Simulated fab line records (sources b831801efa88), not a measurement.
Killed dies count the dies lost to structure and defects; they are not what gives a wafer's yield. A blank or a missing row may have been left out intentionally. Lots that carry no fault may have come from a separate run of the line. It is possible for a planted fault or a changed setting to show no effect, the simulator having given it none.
8D (eight disciplines) problem report, filled in by code :: flow gf180mcu :: the parts of the form that need people (team, actions taken, sign-off) are left out

1. THE PROBLEM
Mean of strip_time_to_endpoint_s at GF_HV_LDD_STRIP_22: 12.03 s across 6 wafers in 2 lots; on wafers with no fault it is 12.63 s (standard deviation 0.033). That is -18 standard deviations from the usual mean.
The step: strips in O2/N2.
The first sign was on wafer L863.1 at day 13 03:21, on plasma_asher-02. At this step, 42 wafers from 14 lots have a number in the record. Rule for "out", or "out of limits": more than 4 standard deviations from the usual mean. The rest of the wafers with a number are treated as sound.

2. WHAT IT IS AND WHAT IT IS NOT
question: which readings at this step
is: strip_time_to_endpoint_s, oes_product_au, platen_temp_c
is not: drypump_motor_current_A, heater_power_w

question: which lots
is: L863, L864
is not: L856, L857, L858, L868, L870, L873, L874, L875, L876, L877, L878, L879

question: which wafers of those lots
is: all that have a number
is not: -

question: read on which tools
is: plasma_asher-02
is not: plasma_asher-01, plasma_asher-03

question: when
is: from day 13 03:21
is not: up to then (9 sound wafers); but 27 sound wafers of L868, L870, L873, L874, L875, L876, L877, L878, L879 came after

3. SUSPECTS, AND WHAT RULES EACH OUT
Counting: a tool stays on the suspect list if, at a process step up to the reading, it processed all lots that are out and no sound lot following the first of them.
- plasma_asher-02 at GF_HV_LDD_STRIP_22 (strips in O2/N2): ruled out as a lasting fault. After its first lot that is out, L863 (day 13 03:21), sound lots L877 ran on it.
Left after counting: nothing in the record.

4. THE CAUSE (what the simulator had put in)
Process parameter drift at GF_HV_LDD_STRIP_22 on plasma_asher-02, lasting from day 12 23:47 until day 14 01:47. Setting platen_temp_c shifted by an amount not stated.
Counting ruled it out, wrongly.

5. SEQUENCE OF EFFECTS, ordered by route
Each row: a reading whose mean over the struck wafers that have a number lies more than 3 standard deviations from the usual. Only readings whose record carries a usual standard deviation are examined. hours: median over the lots of the time between each lot's start at the first step of this table that gives one and its start at this step. sigmas: the change, counted in usual standard deviations.
hours: 0
step: GF_HV_LDD_STRIP_22
reading: oes_product_au
usual: 0.717 a.u.
on struck wafers: 0.738
change: +0.021
sigmas: +5.3

hours: 0
step: GF_HV_LDD_STRIP_22
reading: platen_temp_c
usual: 249.99 C
on struck wafers: 252.43
change: +2.44
sigmas: +14

hours: 0
step: GF_HV_LDD_STRIP_22
reading: strip_time_to_endpoint_s
usual: 12.63 s
on struck wafers: 12.03
change: -0.60
sigmas: -18
It contains these process steps:
- GF_HV_LDD_STRIP_22: strips in O2/N2.
At these later measuring or inspecting steps, every struck wafer for which the step has a row has a number for every such reading, and none has moved that far: GF_M1_CD_MEAS_14.

6. HOW IT WOULD HAVE BEEN CAUGHT EARLIER
First out-of-limits reading in this record: day 13 03:21, which is 4 hours after fault onset at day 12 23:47.
